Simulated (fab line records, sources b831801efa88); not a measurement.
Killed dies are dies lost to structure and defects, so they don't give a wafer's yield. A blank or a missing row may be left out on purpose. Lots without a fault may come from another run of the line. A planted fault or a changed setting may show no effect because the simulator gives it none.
A struck lot beside a sound one | flow sky130 | 28 steps out of a route of 708
Sound: wafers L179.4, L179.5, L179.6. Struck: wafers L195.1, L195.5, L195.6. The cause comes at the end.
At each step with rows: each side's tool, then ch and its chambers, then its first start. Under that, the readings that differ: sound wafers | struck wafers | difference of the means | sigmas: that difference in standard deviations of wafers without a fault.
alike: readings whose means differ by less than 2 such deviations, and words and numbers that are the same on both sides. not compared: withheld readings, readings that some wafer has no value for, bounds like >300 that may hide the same value, and numbers for which the record gives no deviation and whose values overlap.
The two part at a step that has a row with sigmas, a row that says differs or no value, or rows on one side only. Numbers that don't overlap but have no deviation are shown without sigmas and don't part them. A reading that every wafer of one side lacks parts them only if that side has two wafers or more.

first, 5 steps without rows for these wafers: SKY_SONOS_ONO_COAT_08 (resist thk 1140 nm); SKY_SONOS_ONO_SOFTBAKE_09 (time 60 s); SKY_SONOS_ONO_EXPOSE_10 (exposes mask ONOM, target cd 410 nm); SKY_SONOS_ONO_PEB_11; SKY_SONOS_ONO_DEVELOP_12 (develop time 60 s).
SKY_SONOS_ONO_CD_MEAS_13: target cd 410 nm.
  sound on cd_sem-01, day 13 12:14; struck on cd_sem-01, day 18 20:41
  alike: cd_nm
SKY_SONOS_ONO_OVL_MEAS_14:
  sound on overlay-01, day 13 12:19; struck on overlay-01, day 18 20:48
  alike: SONOS_ONO_OVL
SKY_SONOS_ONO_ETCH_15: etches the open film in CHF3/O2, target depth 19.52 nm, time 7.8 s.
  sound on rie_diel-04 ch 0,2,3, day 13 12:20; struck on rie_diel-01 ch 0,1,2, day 18 20:50
  reading                | sound             | struck            | difference | sigmas
  throttle_valve_pct (%) | 8.809 8.807 8.822 | 8.836 8.842 8.823 | +0.021     | +2
  alike: O2_flow_sccm, drypump_motor_current_A, oes_product_au
  not compared: rf_hours_counter_h
then, 1 step without rows for these wafers: SKY_SONOS_ONO_WET_ETCH_16 (etches SiO2 in dHF, target depth 14 nm, time 280 s).
SKY_SONOS_ONO_STRIP_17: strips in O2/N2.
  sound on plasma_asher-04 ch 0,1, day 13 12:29; struck on plasma_asher-04 ch 0,1, day 18 20:57
  alike: drypump_motor_current_A, oes_product_au, strip_time_to_endpoint_s
  not compared: rf_hours_counter_h
then, 2 steps without rows for these wafers: SKY_SONOS_ONO_WET_ETCH_18 (etches Si3N4 in H3PO4, target depth 15 nm, time 172 s); SKY_GATE_OXIDE_CLEAN_00 (cleans in SC1/SC2, time 150 s).
SKY_GATE_OXIDE_OXIDATION_01: stabilise 600 s, purge 300 s, target thk 10.268 nm.
  sound on furnace-02 ch 0, day 13 15:07; struck on furnace-01 ch 0, day 18 21:09
  reading                                           | sound             | struck            | difference | sigmas
  zone_power_lower_pct (%)                          | 21.0 21.2 20.8    | 17.8 18.0 17.8    | -3.1       | -2
  model.SiO2_of_GATE_OXIDE_OXIDATION_01.thk_nm (nm) | 10.21 10.06 10.08 | 7.728 7.518 7.583 | -2.507     |
  alike: ox_temp_c
SKY_GATE_OXIDE_THK_MEAS_02:
  sound on film_metro-01, day 13 16:33; struck on film_metro-01, day 18 22:47
  reading                          | sound             | struck         | difference | sigmas
  GATE_OXIDE_OXIDATION_00_THK (nm) | 10.21 10.04 10.07 | 7.70 7.51 7.60 | -2.50      | -15
  not compared: hold
then, 6 steps without rows for these wafers: SKY_GATE_OXIDE_HMDS_04 (prime time 60 s); SKY_GATE_OXIDE_COAT_05 (resist thk 1140 nm); SKY_GATE_OXIDE_SOFTBAKE_06 (time 60 s); SKY_GATE_OXIDE_EXPOSE_07 (exposes mask LVOM, target cd 600 nm); SKY_GATE_OXIDE_PEB_08; SKY_GATE_OXIDE_DEVELOP_09 (develop time 60 s).
SKY_GATE_OXIDE_OVL_MEAS_10:
  sound on overlay-01, day 14 18:37; struck on overlay-01, day 20 04:52
  alike: GATE_OXIDE_OVL
then, 2 steps without rows for these wafers: SKY_GATE_OXIDE_IMPLANT_11; SKY_GATE_OXIDE_WET_ETCH_12 (etches SiO2 in dHF, target depth 16.8 nm, time 336 s).
SKY_GATE_OXIDE_STRIP_13: strips in O2/N2.
  sound on plasma_asher-02 ch 0,1, day 14 18:55; struck on plasma_asher-01 ch 0,1, day 20 05:09
  reading                      | sound             | struck            | difference | sigmas
  strip_time_to_endpoint_s (s) | 14.19 14.20 14.22 | 14.08 14.10 14.06 | -0.12      | -3
  alike: drypump_motor_current_A, oes_product_au
  not compared: rf_hours_counter_h
SKY_GATE_OXIDE_TW_MEAS_14:
  sound on film_metro-01, day 14 19:01; struck on film_metro-02, day 20 05:29
  alike: GATE_OXIDE_TW
  not compared: hold
SKY_GATE_OXIDE_OXIDATION_16: stabilise 600 s, purge 300 s, target thk 3.57 nm.
  sound on furnace-02 ch 0, day 14 19:05; struck on furnace-01 ch 0, day 20 08:41
  reading                                           | sound             | struck            | difference | sigmas
  zone_power_lower_pct (%)                          | 16.5 16.7 16.4    | 14.1 13.9 14.0    | -2.5       | -2
  model.SiO2_of_GATE_OXIDE_OXIDATION_01.thk_nm (nm) | 11.55 11.41 11.39 | 9.285 9.107 9.179 | -2.260     |
  alike: ox_temp_c
then, 1 step without rows for these wafers: SKY_POLY_GATE_CVD_00 (deposits poly-Si, target thk 180 nm, time 720 s).
-- the record jumps here: 30 days lie between the struck wafers' starts before and after (it left off in module POLY_GATE and takes up again in module PAD_OPEN, whose first step shown is number 708 of the route) --
SKY_PAD_OPEN_PROBE_99:
  the record has rows for the struck wafers here (prober-01, day 49 21:05) and none for the sound ones

WHERE THEY PART
First at SKY_SONOS_ONO_ETCH_15; last, within this record, at SKY_PAD_OPEN_PROBE_99.

WHY: what the simulator had put in
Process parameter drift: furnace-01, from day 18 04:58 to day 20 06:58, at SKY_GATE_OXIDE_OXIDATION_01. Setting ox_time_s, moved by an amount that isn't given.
